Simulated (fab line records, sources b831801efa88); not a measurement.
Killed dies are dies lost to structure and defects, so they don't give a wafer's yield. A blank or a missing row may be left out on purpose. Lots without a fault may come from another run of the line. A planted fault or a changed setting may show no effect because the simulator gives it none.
Problem report in the 8D (eight disciplines) form, filled by code | flow sky130 | the parts of the form that need people (team, actions taken, sign-off) are left out

1. THE PROBLEM
SD_N_TW at SKY_SD_N_TW_MEAS_12 reads a mean of 30 on 1 wafer of 1 lot; wafers without a fault read 4003 with a standard deviation of 33. That is -99 or more standard deviations from the usual mean.
First seen on wafer L356.3, day 34 13:52, on film_metro-03. The record holds 36 wafers of 12 lots with a number at this step. Rule for "out", or "out of limits": more than 4 standard deviations from the usual mean. The other wafers with a number count as sound.

2. WHAT IT IS AND WHAT IT IS NOT
question                    | is                | is not
which readings at this step | SD_N_TW           | -
which lots                  | L356              | L337, L339, L340, L341, L342, L345, L346, L347, L348, L349, L351
which wafers of those lots  | L356.3            | L356.2, L356.5
read on which gauges        | film_metro-03     | film_metro-02, film_metro-04
when                        | from day 34 13:52 | up to then (35 sound wafers)

3. SUSPECTS, AND WHAT RULES EACH OUT
Counting: a tool at a process step up to the reading stays a suspect if it ran every lot that is out. Sound lots after the first of them don't rule it out here, since some wafers of a struck lot are sound.
- the gauge at SKY_SD_N_TW_MEAS_12: ruled out. All the wafers that are out were read on film_metro-03, but those of them that SKY_PAD_OPEN_PROBE_99 has rows for are out there too, on other tools.
- plasma_asher-03 at SKY_VT_ADJUST_LVTN_STRIP_09 (strips in O2/N2): kept. It ran the lot that is out, L356 (day 12 04:30); its last sound lot up to then is L341 (day 7 23:57).
- litho_track-03 at SKY_SD_N_DEVELOP_06 (develop time 60 s): kept. It ran the lot that is out, L356 (day 34 10:58); its last sound lot up to then is L351 (day 32 22:18).
Left after counting: plasma_asher-03 at SKY_VT_ADJUST_LVTN_STRIP_09, litho_track-03 at SKY_SD_N_DEVELOP_06.

4. THE CAUSE (what the simulator had put in)
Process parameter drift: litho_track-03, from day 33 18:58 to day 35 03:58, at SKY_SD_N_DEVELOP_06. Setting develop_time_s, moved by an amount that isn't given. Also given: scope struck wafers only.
Counting left 2 suspects, and this tool is among them.

5. THE CHAIN OF EFFECTS, in route order
Each row: a reading whose mean over the struck wafers that have a number lies more than 3 standard deviations from the usual. Only readings for which the record gives a usual standard deviation are gone through. hours: the time from each lot's start at the first step in this table that gives one to its start at this step, as a median over the lots. sigmas: the change in usual standard deviations.
hours | step                  | reading             | usual | on struck wafers | change | sigmas
0     | SKY_SD_N_TW_MEAS_12   | SD_N_TW             | 4003  | 30               | -3973  | -99 or more
379   | SKY_PAD_OPEN_PROBE_99 | killed_at_front_end | 14    | 427              | +413   | +99 or more
379   | SKY_PAD_OPEN_PROBE_99 | killed_dies         | 85    | 492              | +407   | +47
379   | SKY_PAD_OPEN_PROBE_99 | killed_on_rim       | 16    | 96               | +80    | +20
The process steps in it:
- SKY_PAD_OPEN_PROBE_99

6. WHAT WOULD HAVE CAUGHT IT SOONER
In this record the first reading out of limits at a measuring or inspecting step was taken at day 34 13:52, 19 hours after the fault began at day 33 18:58.
All the lots that are out (1) had begun SKY_SD_N_DEVELOP_06 on litho_track-03 by day 34 13:52. A hold on the tool at that time would have spared none of them.
